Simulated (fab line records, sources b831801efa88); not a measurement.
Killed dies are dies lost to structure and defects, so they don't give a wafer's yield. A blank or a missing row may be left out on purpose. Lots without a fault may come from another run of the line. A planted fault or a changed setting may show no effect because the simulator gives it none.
One fault seen from 2 desks | flow sfq_line | each desk has only its own numbers; what lay behind them comes last

THE METROLOGY DESK
What the gauges read, lot by lot, whatever tool the lot ran on: means of the sampled wafers that have a number. A lot is out of limits, marked OUT, if its mean lies more than 4 standard deviations from the usual mean; the brackets give that distance.
Columns: A = I4_BOW at SFQ_I4_BOW_MEAS_927, usual 6 um
lot  | first seen here | A
L358 | day 36 23:48    | 10
L359 | day 37 00:13    | 10
L361 | day 40 16:05    | 11
L364 | day 45 23:27    | 6
L365 | day 46 04:15    | -4
L368 | day 48 01:09    | -0
L373 | day 49 15:28    | 2
L375 | day 51 10:37    | 1
L376 | day 51 19:37    | 11
L377 | day 51 22:39    | 13
L378 | day 51 23:34    | 3
L379 | day 52 02:35    | 8
L380 | day 52 08:35    | -3
L381 | day 52 10:37    | 2
This desk's finding: nothing out of limits on any of the 14 lots.

THE TOOL OWNER'S DESK: litho_track-02
The tool's own readings at SFQ_TRILAYER_C5_LITHO_DEVELOP_153 (time 60 s): means of the sampled wafers that have a number, for each lot that ran on this tool. A lot is out of limits, marked OUT, if its mean lies more than 4 standard deviations from the usual mean; the brackets give that distance.
Columns: A = chill_plate_temp_C at SFQ_TRILAYER_C5_LITHO_DEVELOP_153, usual 22.99 C; B = exhaust_pa at SFQ_TRILAYER_C5_LITHO_DEVELOP_153, usual 45.0 Pa
lot  | first seen here | A     | B
L358 | day 66 19:40    | 22.79 | 45.3
L359 | day 66 20:48    | 23.18 | 44.4
L373 | day 72 07:46    | 23.10 | 44.6
L378 | day 73 11:36    | 22.85 | 45.4
L379 | day 73 16:25    | 22.96 | 45.0
L380 | day 73 22:33    | 22.91 | 45.3
This desk's finding: nothing out of limits on any of the 6 lots.

PUT TOGETHER
The metrology desk saw nothing out of limits.
The tool owner's desk saw nothing out of limits.

WHAT THE SIMULATOR HAD PUT IN
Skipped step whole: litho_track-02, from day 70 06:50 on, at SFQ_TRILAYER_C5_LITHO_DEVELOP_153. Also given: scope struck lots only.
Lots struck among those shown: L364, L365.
